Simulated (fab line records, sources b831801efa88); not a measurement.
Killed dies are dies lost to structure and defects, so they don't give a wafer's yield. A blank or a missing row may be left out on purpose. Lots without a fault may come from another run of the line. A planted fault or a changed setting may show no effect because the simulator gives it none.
Which tool did it? | flow sky130 | 13 lots, 39 wafers sampled, at 4 steps of a route of 708

WHAT THE GAUGES READ, wafer by wafer
SKY_CAP2M_THK_MEAS_01.
lot  | measured     | on            | CAP2M_CVD_00_THK (nm)
L344 | day 40 04:42 | film_metro-02 | 15.22 15.44 15.45
L346 | day 40 21:16 | film_metro-02 | 15.25 15.36 15.46
L349 | day 41 13:02 | film_metro-03 | 15.38 15.62 15.27
L348 | day 41 18:41 | film_metro-03 | 14.99 15.05 15.38
L350 | day 42 00:44 | film_metro-04 | 15.42 15.50 15.84
L352 | day 42 15:58 | film_metro-02 | 15.14 15.67 15.33
L353 | day 43 06:38 | film_metro-04 | 14.95 15.30 15.32
L354 | day 43 11:17 | film_metro-02 | 15.38 15.78 15.49
L355 | day 43 16:30 | film_metro-04 | 15.16 15.58 15.47
L356 | day 43 17:20 | film_metro-04 | 15.26 15.53 15.73
L365 | day 46 01:56 | film_metro-02 | 15.59 15.40 15.50
L366 | day 46 07:31 | film_metro-02 | 15.55 15.60 15.87
L367 | day 46 07:50 | film_metro-02 | 15.48 15.77 15.97

SKY_VIA4_RS_MEAS_19: measures by four-point-probe.
lot  | measured     | on            | VIA4_W_RS (ohm/sq)
L344 | day 43 07:28 | film_metro-03 | 0.228 0.218 0.219
L346 | day 44 01:00 | film_metro-03 | 0.230 0.230 0.229
L349 | day 44 13:46 | film_metro-03 | 0.229 0.231 0.230
L348 | day 44 21:22 | film_metro-03 | 0.228 0.225 0.225
L350 | day 45 00:10 | film_metro-01 | 0.217 0.229 0.226
L352 | day 45 15:34 | film_metro-03 | 0.223 0.221 0.223
L353 | day 46 05:12 | film_metro-02 | 0.225 0.227 0.226
L354 | day 46 08:26 | film_metro-03 | 0.227 0.226 0.228
L355 | day 46 12:27 | film_metro-01 | 0.230 0.220 0.229
L356 | day 46 12:37 | film_metro-02 | 0.226 0.230 0.228
L365 | day 48 17:49 | film_metro-01 | 0.225 0.228 0.224
L366 | day 49 00:23 | film_metro-02 | 0.228 0.229 0.228
L367 | day 49 00:43 | film_metro-01 | 0.220 0.217 0.227

WHICH TOOL RAN EACH LOT (tool, then ch and the chambers of the sampled wafers, then the start)
lot  | SKY_POLY_GATE_CVD_00        | SKY_VIA4_ETCH_12
L344 | lpcvd-01 ch 1, day 13 23:58 | rie_diel-03 ch 1,2,3, day 43 06:29
L346 | lpcvd-01 ch 0, day 14 17:20 | rie_diel-03 ch 0,1,3, day 44 00:04
L349 | lpcvd-01 ch 1, day 15 16:40 | rie_diel-03 ch 0,2, day 44 12:49
L348 | lpcvd-01 ch 1, day 15 22:22 | rie_diel-01 ch 0,1,3, day 44 20:28
L350 | lpcvd-01 ch 1, day 16 04:34 | rie_diel-04 ch 1,2, day 44 23:10
L352 | lpcvd-01 ch 1, day 17 00:41 | rie_diel-03 ch 0,2, day 45 14:38
L353 | lpcvd-01 ch 0, day 17 16:46 | rie_diel-01 ch 1,2,3, day 46 04:17
L354 | lpcvd-01 ch 0, day 17 22:29 | rie_diel-03 ch 0,1,2, day 46 07:34
L355 | lpcvd-01 ch 0, day 18 06:32 | rie_diel-04 ch 0,1,3, day 46 11:34
L356 | lpcvd-01 ch 0, day 18 11:39 | rie_diel-03 ch 0,3, day 46 11:44
L365 | lpcvd-01 ch 1, day 21 16:14 | rie_diel-03 ch 0,3, day 48 16:52
L366 | lpcvd-01 ch 0, day 21 17:46 | rie_diel-01 ch 0,1,2, day 48 23:29
L367 | lpcvd-01 ch 0, day 21 19:17 | rie_diel-03 ch 1,2,3, day 48 23:46
- SKY_POLY_GATE_CVD_00: deposits poly-Si, target thk 180 nm, time 720 s.
- SKY_VIA4_ETCH_12: etches SiO2 in C4F8/O2/Ar, stops on TiN, target depth 580 nm.

WHAT THE TOOLS THEMSELVES READ (means of the sampled wafers that have a number; where no wafer has one, the mark that the record gives instead)
SKY_POLY_GATE_CVD_00.
lot  | tool     | pressure_mtorr (mTorr) | spike_tc_upper_C (C) | zone_power_bottom_pct (%)
L344 | lpcvd-01 | 200.2                  | 620.7                | 12.39
L346 | lpcvd-01 | 200.3                  | 619.6                | 12.01
L349 | lpcvd-01 | 200.5                  | 620.3                | 12.45
L348 | lpcvd-01 | 199.8                  | 620.3                | 12.40
L350 | lpcvd-01 | 200.0                  | 620.5                | 12.57
L352 | lpcvd-01 | 200.4                  | 621.1                | 12.37
L353 | lpcvd-01 | 200.0                  | 619.7                | 12.10
L354 | lpcvd-01 | 200.6                  | 619.0                | 11.99
L355 | lpcvd-01 | 199.8                  | 619.3                | 11.98
L356 | lpcvd-01 | 200.4                  | 619.8                | 12.04
L365 | lpcvd-01 | 200.1                  | 621.2                | 12.39
L366 | lpcvd-01 | 199.8                  | 618.8                | 12.01
L367 | lpcvd-01 | 200.5                  | 619.4                | 12.02

SKY_VIA4_ETCH_12.
lot  | tool        | bias_w (W) | oes_product_au (a.u.)
L344 | rie_diel-03 | 1196       | 0.923
L346 | rie_diel-03 | 1199       | 0.922
L349 | rie_diel-03 | 1201       | 0.928
L348 | rie_diel-01 | 1198       | 0.928
L350 | rie_diel-04 | 1201       | 0.926
L352 | rie_diel-03 | 1200       | 0.923
L353 | rie_diel-01 | 1202       | 0.927
L354 | rie_diel-03 | 1197       | 0.929
L355 | rie_diel-04 | 1203       | 0.926
L356 | rie_diel-03 | 1199       | 0.928
L365 | rie_diel-03 | 1200       | 0.920
L366 | rie_diel-01 | 1200       | 0.929
L367 | rie_diel-03 | 1202       | 0.925

THE ANSWER, worked out from the rows above alone
Rule: what is usual is taken from the lots themselves. Put in order of their means at a reading, lots are off if they are a third of the lots or fewer, leave a main group of 4 or more, and stand apart from it by a gap of 3 or more times the standard deviation of the main group's means; of several such gaps the widest counts. A main group whose means are all the same, to the digits that the tables above print for the reading, isn't used. A lot without any number at a reading at which 4 lots or more have one is off too. The other lots that the step has rows for count as sound. The gauges are gone through in route order, then the tools' own readings, and for those a lot's mean is taken as printed above. The first step at which some lot is off is used, and at that step the reading that is off furthest; a lot without a number counts as furthest.
No lot is off at any reading shown: from this, nothing can be told.

WHAT THE SIMULATOR HAD PUT IN
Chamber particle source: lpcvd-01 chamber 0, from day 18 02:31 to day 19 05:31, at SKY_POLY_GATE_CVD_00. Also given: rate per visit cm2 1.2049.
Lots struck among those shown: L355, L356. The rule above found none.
